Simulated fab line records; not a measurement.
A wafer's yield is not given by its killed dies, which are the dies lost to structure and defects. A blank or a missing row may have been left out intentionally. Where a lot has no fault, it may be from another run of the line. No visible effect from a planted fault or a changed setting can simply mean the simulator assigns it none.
What tool caused it? | flow sky130 | 6 lots, 18 wafers sampled, at 2 steps of a route of 708

== WHAT THE GAUGES READ, wafer by wafer ==
SKY_FIELD_ISO_THK_MEAS_25.
lot  | measured    | on            | FIELD_ISO_CVD_24_THK (nm)
L132 | day 2 19:11 | film-metro-03 | 593 597 607
L134 | day 3 02:17 | film-metro-04 | 603 603 605
L138 | day 3 20:38 | film-metro-03 | 589 594 586
L146 | day 5 15:43 | film-metro-04 | 1038 1032 1034 1039 1032 1033
L149 | day 6 03:57 | film-metro-04 | 598 597 588
L153 | day 7 02:26 | film-metro-01 | 600 595 609

== TOOL THAT RAN EACH LOT (tool first, then ch and the chambers of the sampled wafers, then the start) ==
lot  | SKY_FIELD_ISO_CVD_24
L132 | hdpcvd-02 ch 0,1,2, day 2 19:05
L134 | hdpcvd-01 ch 1,2, day 3 02:12
L138 | hdpcvd-01 ch 1,2, day 3 20:34
L146 | hdpcvd-02 ch 0,1, day 5 15:38
L149 | hdpcvd-01 ch 2, day 6 03:50
L153 | hdpcvd-01 ch 0,1, day 7 02:21
- SKY_FIELD_ISO_CVD_24: deposits SiO2, target thk 595 nm, time 99.2 s.

== THE ANSWER, worked out from the rows above alone ==
Rule: usual is defined by the lots themselves. Put in order of their means at a reading, lots are off if they are a third of the lots or fewer, leave a main group of 4 or more, and stand apart from it by a gap of 3 or more times the standard deviation of the main group's means; of several such gaps the widest counts. The tables above print the reading to a certain number of digits; a main group whose means all agree to those digits is not used. A lot without any number at a reading at which 4 lots or more have one is off too. Where the step has rows for the other lots, those lots are counted as sound.
Off: L146, seen at SKY_FIELD_ISO_THK_MEAS_25 (FIELD_ISO_CVD_24_THK). Mean 598 nm and standard deviation 5 in the main group.
If a tool, at a process step before that reading, ran all the lots that are off and no sound lot after the first of them, it fits. Gauges at SKY_FIELD_ISO_THK_MEAS_25: tried the same way as those tools. One fits: hdpcvd-02 at SKY_FIELD_ISO_CVD_24. Its last sound lot is L132 (day 2 19:05), its first lot that is off L146 (day 5 15:38): a fault that began between those two fits.

== WHAT THE SIMULATOR HAD INSERTED ==
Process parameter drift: hdpcvd-02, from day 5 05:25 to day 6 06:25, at SKY_FIELD_ISO_CVD_24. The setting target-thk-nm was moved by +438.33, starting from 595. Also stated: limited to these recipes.
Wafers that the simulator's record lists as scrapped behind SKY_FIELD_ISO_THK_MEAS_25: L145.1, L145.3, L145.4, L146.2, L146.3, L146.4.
Lots struck among those shown: L146. This agrees with what the rule above found.
